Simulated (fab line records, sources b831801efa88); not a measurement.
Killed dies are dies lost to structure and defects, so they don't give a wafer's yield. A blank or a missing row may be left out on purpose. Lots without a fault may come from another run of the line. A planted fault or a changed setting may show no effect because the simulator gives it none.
One fault seen from 2 desks | flow sky130 | each desk has only its own numbers; what lay behind them comes last

THE METROLOGY DESK
What the gauges read, lot by lot, whatever tool the lot ran on: means of the sampled wafers that have a number. A lot is out of limits, marked OUT, if its mean lies more than 4 standard deviations from the usual mean; the brackets give that distance.
Columns: A = METAL1_ALCU_RS at SKY_METAL1_RS_MEAS_05, usual 0.1272 ohm/sq; B = METAL2_ALCU_THK at SKY_METAL2_THK_MEAS_06, usual 250.0 nm; C = VIA2_HDPCVD_THK at SKY_VIA2_THK_MEAS_01, usual 1173 nm
lot  | first seen here | A      | B               | C
L737 | day 31 09:49    | 0.1260 | 248.7           | 1174
L739 | day 32 04:46    | 0.1286 | 248.6           | 1181
L742 | day 33 08:01    | 0.1280 | 249.5           | 1171
L743 | day 33 10:27    | 0.1260 | 250.5           | 1187
L744 | day 33 19:37    | 0.1258 | 249.3           | 1181
L747 | day 35 03:37    | 0.1279 | 291.9 (+17) OUT | -
L748 | day 35 07:39    | 0.1278 | 288.6 (+16) OUT | -
L753 | day 37 00:12    | 0.1285 | 247.0           | 1179
L755 | day 37 09:49    | 0.1274 | 249.3           | 1150
L754 | day 37 10:25    | 0.1277 | 248.3           | 1167
L756 | day 37 14:20    | 0.1275 | 254.7           | 1161
L758 | day 38 04:32    | 0.1278 | 249.8           | 1173
L760 | day 38 15:20    | 0.1274 | 250.6           | 1180
L759 | day 38 22:14    | 0.1276 | 248.9           | 1171
This desk's finding: out of limits on L747, L748; first on L747, day 37 12:29 (METAL2_ALCU_THK at SKY_METAL2_THK_MEAS_06). In limits: L737, L739, L742, L743, L744, L753, L755, L754, L756, L758, L760, L759.

THE TOOL OWNER'S DESK: pvd_sputter-03
The tool's own readings at SKY_METAL2_SPUTTER_04 (material TiN, target thk 70 nm, time 58.3 s): means of the sampled wafers that have a number, for each lot that ran on this tool. A lot is out of limits, marked OUT, if its mean lies more than 4 standard deviations from the usual mean; the brackets give that distance.
Columns: A = cathode_dc_power_W at SKY_METAL2_SPUTTER_04, usual 6500.0 W; B = chamber_pressure_pa at SKY_METAL2_SPUTTER_04, usual 0.4001 Pa; C = throttle_valve_pct at SKY_METAL2_SPUTTER_04, usual 30.2 %
lot  | first seen here | A      | B      | C
L737 | day 33 18:14    | 6500.0 | 0.4005 | 30.1
L760 | day 40 19:34    | 6500.0 | 0.3999 | 30.3
This desk's finding: nothing out of limits on any of the 2 lots.

PUT TOGETHER
The metrology desk could have raised an alarm at day 37 12:29, on L747, L748.
The tool owner's desk saw nothing out of limits.
The tool owner's desk has no number on record for L747, L748.
Of the lots named, all ran SKY_METAL2_SPUTTER_04 on pvd_sputter-03.

WHAT THE SIMULATOR HAD PUT IN
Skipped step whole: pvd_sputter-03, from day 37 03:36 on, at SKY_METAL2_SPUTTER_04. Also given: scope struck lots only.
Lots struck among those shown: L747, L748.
Hours from the fault's start to each desk's first reading out of limits: the metrology desk, 9.
